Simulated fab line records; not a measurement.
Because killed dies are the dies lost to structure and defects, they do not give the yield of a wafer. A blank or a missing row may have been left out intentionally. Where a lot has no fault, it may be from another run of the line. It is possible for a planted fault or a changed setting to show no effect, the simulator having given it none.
Which tool is to blame? :: flow gf180mcu :: 36 wafers from 12 lots sampled at 4 of the route's 602 steps

== WHAT THE GAUGES READ, wafer by wafer ==
GF_M1_CD_MEAS_14: target cd 230 nm. Usual: cd nm 229.7 nm, standard deviation 1.1.
lot: L189
measured: day 17 19:50
on: cd sem-01
cd nm (nm): 233.8 231.6 232.5
flag: 

lot: L190
measured: day 18 03:45
on: cd sem-02
cd nm (nm): 229.1 228.4 229.3
flag: 

lot: L192
measured: day 19 06:24
on: cd sem-02
cd nm (nm): 229.6 229.3 228.2
flag: 

lot: L193
measured: day 19 06:38
on: cd sem-02
cd nm (nm): 229.2 228.8 229.5
flag: 

lot: L194
measured: day 19 15:48
on: cd sem-02
cd nm (nm): 230.9 228.9 228.9
flag: 

lot: L195
measured: day 19 21:35
on: cd sem-01
cd nm (nm): 230.2 230.4 230.1
flag: 

lot: L201
measured: day 22 11:17
on: cd sem-01
cd nm (nm): 229.5 229.4 229.2
flag: 

lot: L202
measured: day 22 16:01
on: cd sem-01
cd nm (nm): 229.4 229.2 229.4
flag: 

lot: L204
measured: day 23 06:34
on: cd sem-01
cd nm (nm): 230.5 229.8 231.7
flag: 

lot: L206
measured: day 24 10:31
on: cd sem-02
cd nm (nm): 230.2 230.5 230.4
flag: 

lot: L208
measured: day 25 00:14
on: cd sem-02
cd nm (nm): 229.4 229.7 229.2
flag: 

lot: L209
measured: day 24 22:45
on: cd sem-01
cd nm (nm): 230.0 229.0 228.5
flag: 

GF_M2_RS_MEAS_05: a four-point-probe measurement. Usual: M2_ALCU_RS typically reads 0.0697 ohm/sq, with standard deviation 0.00081.
lot: L189
measured: day 18 22:44
on: film metro-04
M2_ALCU_RS (ohm/sq): 0.0703 0.0703 0.0705
flag: 

lot: L190
measured: day 19 07:08
on: film metro-03
M2_ALCU_RS (ohm/sq): 0.0688 0.0686 0.0688
flag: 

lot: L192
measured: day 20 10:23
on: film metro-02
M2_ALCU_RS (ohm/sq): 0.0694 0.0693 0.0692
flag: 

lot: L193
measured: day 20 10:41
on: film metro-02
M2_ALCU_RS (ohm/sq): 0.0700 0.0687 0.0697
flag: 

lot: L194
measured: day 20 19:21
on: film metro-02
M2_ALCU_RS (ohm/sq): 0.0694 0.0700 0.0696
flag: 

lot: L195
measured: day 21 01:41
on: film metro-02
M2_ALCU_RS (ohm/sq): 0.0700 0.0695 0.0699
flag: 

lot: L201
measured: day 23 13:11
on: film metro-02
M2_ALCU_RS (ohm/sq): 0.0699 0.0700 0.0704
flag: 

lot: L202
measured: day 23 18:16
on: film metro-03
M2_ALCU_RS (ohm/sq): 0.0699 0.0699 0.0707
flag: 

lot: L204
measured: day 24 08:10
on: film metro-03
M2_ALCU_RS (ohm/sq): 0.0695 0.0695 0.0700
flag: 

lot: L206
measured: day 25 11:13
on: film metro-03
M2_ALCU_RS (ohm/sq): 0.0698 0.0701 0.0691
flag: 

lot: L208
measured: day 26 00:32
on: film metro-04
M2_ALCU_RS (ohm/sq): 0.0689 0.0697 0.0692
flag: 

lot: L209
measured: day 25 23:29
on: film metro-02
M2_ALCU_RS (ohm/sq): 0.0713 0.0697 0.0714
flag: 

== EACH LOT AND THE TOOL THAT RAN IT (in order: tool; ch and the chambers of the sampled wafers; start) ==
lot: L189
GF_DUAL_GATE_STRIP_13: plasma asher-01 ch 0,1, day 8 21:28
GF_M1_SPUTTER_01: pvd sputter-01, day 16 20:29

lot: L190
GF_DUAL_GATE_STRIP_13: plasma asher-02 ch 0,1, day 9 04:10
GF_M1_SPUTTER_01: pvd sputter-01, day 17 04:37

lot: L192
GF_DUAL_GATE_STRIP_13: plasma asher-02 ch 0,1, day 9 19:27
GF_M1_SPUTTER_01: pvd sputter-04, day 18 05:29

lot: L193
GF_DUAL_GATE_STRIP_13: plasma asher-01 ch 0,1, day 9 22:17
GF_M1_SPUTTER_01: pvd sputter-01, day 18 06:00

lot: L194
GF_DUAL_GATE_STRIP_13: plasma asher-04 ch 0,1, day 10 05:04
GF_M1_SPUTTER_01: pvd sputter-01, day 18 15:53

lot: L195
GF_DUAL_GATE_STRIP_13: plasma asher-01 ch 0,1, day 10 10:59
GF_M1_SPUTTER_01: pvd sputter-01, day 18 21:14

lot: L201
GF_DUAL_GATE_STRIP_13: plasma asher-01 ch 0,1, day 12 10:38
GF_M1_SPUTTER_01: pvd sputter-04, day 21 11:37

lot: L202
GF_DUAL_GATE_STRIP_13: plasma asher-01 ch 0,1, day 12 15:18
GF_M1_SPUTTER_01: pvd sputter-01, day 21 16:23

lot: L204
GF_DUAL_GATE_STRIP_13: plasma asher-04 ch 0,1, day 13 06:15
GF_M1_SPUTTER_01: pvd sputter-01, day 22 06:58

lot: L206
GF_DUAL_GATE_STRIP_13: plasma asher-04 ch 0,1, day 14 05:34
GF_M1_SPUTTER_01: pvd sputter-01, day 23 12:11

lot: L208
GF_DUAL_GATE_STRIP_13: plasma asher-02 ch 0,1, day 14 18:34
GF_M1_SPUTTER_01: pvd sputter-03, day 24 02:16

lot: L209
GF_DUAL_GATE_STRIP_13: plasma asher-04 ch 1, day 14 18:52
GF_M1_SPUTTER_01: pvd sputter-04, day 24 01:22
- GF_DUAL_GATE_STRIP_13: strips in O2/N2.
- GF_M1_SPUTTER_01: material TiN, target thk 30 nm, time 25 s.

== AS READ BY THE TOOLS THEMSELVES (means over the sampled wafers that have a number; for cases with no such wafer, the mark the record gives instead) ==
GF_DUAL_GATE_STRIP_13. Usual: drypump motor current A 5.8 A, standard deviation 0.39; heater power w 375 W, standard deviation 50; oes product au 0.716 a.u., standard deviation 0.0042; strip time to endpoint s 12.66 s, standard deviation 0.036.
lot: L189
tool: plasma asher-01
drypump motor current A (A): 5.9
heater power w (W): 360
oes product au (a.u.): 0.714
strip time to endpoint s (s): 12.65
flag: 

lot: L190
tool: plasma asher-02
drypump motor current A (A): 5.2
heater power w (W): 378
oes product au (a.u.): 0.716
strip time to endpoint s (s): 12.69
flag: 

lot: L192
tool: plasma asher-02
drypump motor current A (A): 5.1
heater power w (W): 341
oes product au (a.u.): 0.715
strip time to endpoint s (s): 12.61
flag: 

lot: L193
tool: plasma asher-01
drypump motor current A (A): 5.9
heater power w (W): 370
oes product au (a.u.): 0.718
strip time to endpoint s (s): 12.67
flag: 

lot: L194
tool: plasma asher-04
drypump motor current A (A): 6.0
heater power w (W): 358
oes product au (a.u.): 0.718
strip time to endpoint s (s): 12.66
flag: 

lot: L195
tool: plasma asher-01
drypump motor current A (A): 6.1
heater power w (W): 396
oes product au (a.u.): 0.716
strip time to endpoint s (s): 12.65
flag: 

lot: L201
tool: plasma asher-01
drypump motor current A (A): 5.9
heater power w (W): 365
oes product au (a.u.): 0.716
strip time to endpoint s (s): 12.68
flag: 

lot: L202
tool: plasma asher-01
drypump motor current A (A): 6.0
heater power w (W): 397
oes product au (a.u.): 0.721
strip time to endpoint s (s): 12.67
flag: 

lot: L204
tool: plasma asher-04
drypump motor current A (A): 6.1
heater power w (W): 365
oes product au (a.u.): 0.716
strip time to endpoint s (s): 12.66
flag: 

lot: L206
tool: plasma asher-04
drypump motor current A (A): 5.9
heater power w (W): 398
oes product au (a.u.): 0.721
strip time to endpoint s (s): 12.63
flag: 

lot: L208
tool: plasma asher-02
drypump motor current A (A): 5.2
heater power w (W): 349
oes product au (a.u.): 0.713
strip time to endpoint s (s): 12.68
flag: 

lot: L209
tool: plasma asher-04
drypump motor current A (A): 6.1
heater power w (W): 323
oes product au (a.u.): 0.712
strip time to endpoint s (s): 12.65
flag: 

GF_M1_SPUTTER_01. Usual: cathode dc power W 6500.1 W, standard deviation 1.3; chamber pressure pa 0.4000 Pa, standard deviation 0.00081; throttle valve pct 30.8 %, standard deviation 0.6.
lot: L189
tool: pvd sputter-01
cathode dc power W (W): 6500.2
chamber pressure pa (Pa): 0.4000
throttle valve pct (%): 30.6
flag: 

lot: L190
tool: pvd sputter-01
cathode dc power W (W): 6500.2
chamber pressure pa (Pa): 0.3991
throttle valve pct (%): 30.7
flag: 

lot: L192
tool: pvd sputter-04
cathode dc power W (W): 6501.0
chamber pressure pa (Pa): 0.3996
throttle valve pct (%): 30.9
flag: 

lot: L193
tool: pvd sputter-01
cathode dc power W (W): 6499.9
chamber pressure pa (Pa): 0.4003
throttle valve pct (%): 30.4
flag: 

lot: L194
tool: pvd sputter-01
cathode dc power W (W): 10294.0
chamber pressure pa (Pa): 0.4002
throttle valve pct (%): 30.4
flag: OFF

lot: L195
tool: pvd sputter-01
cathode dc power W (W): 10293.7
chamber pressure pa (Pa): 0.4002
throttle valve pct (%): 31.2
flag: OFF

lot: L201
tool: pvd sputter-04
cathode dc power W (W): 6500.1
chamber pressure pa (Pa): 0.3997
throttle valve pct (%): 30.8
flag: 

lot: L202
tool: pvd sputter-01
cathode dc power W (W): 6499.8
chamber pressure pa (Pa): 0.4001
throttle valve pct (%): 30.7
flag: 

lot: L204
tool: pvd sputter-01
cathode dc power W (W): 6499.2
chamber pressure pa (Pa): 0.3995
throttle valve pct (%): 30.9
flag: 

lot: L206
tool: pvd sputter-01
cathode dc power W (W): 6500.1
chamber pressure pa (Pa): 0.3999
throttle valve pct (%): 31.3
flag: 

lot: L208
tool: pvd sputter-03
cathode dc power W (W): 6500.4
chamber pressure pa (Pa): 0.3998
throttle valve pct (%): 30.7
flag: 

lot: L209
tool: pvd sputter-04
cathode dc power W (W): 6500.1
chamber pressure pa (Pa): 0.3998
throttle valve pct (%): 30.7
flag: 

== THE ANSWER, worked out from the rows above alone ==
Rule: a lot is off if the mean of its wafers that have a number lies more than 3 standard deviations from the usual mean. Also off: a lot with no number at a reading for which 4 or more lots have one. All remaining lots with rows at the step are treated as sound. The gauges are gone through in route order, then the tools' own readings, and for those a lot's mean is taken as printed above. The first step at which some lot is off is used, and at that step the reading that is off furthest; a lot without a number counts as furthest.
Off, at GF_M1_SPUTTER_01 on cathode dc power W: L194, L195.
If a tool, at that step or one of the process steps before it, ran each lot that is off and ran no sound lot following the first of them, it fits. Not one of the candidates tried fits.

== WHAT HAD BEEN PUT IN BY THE SIMULATOR ==
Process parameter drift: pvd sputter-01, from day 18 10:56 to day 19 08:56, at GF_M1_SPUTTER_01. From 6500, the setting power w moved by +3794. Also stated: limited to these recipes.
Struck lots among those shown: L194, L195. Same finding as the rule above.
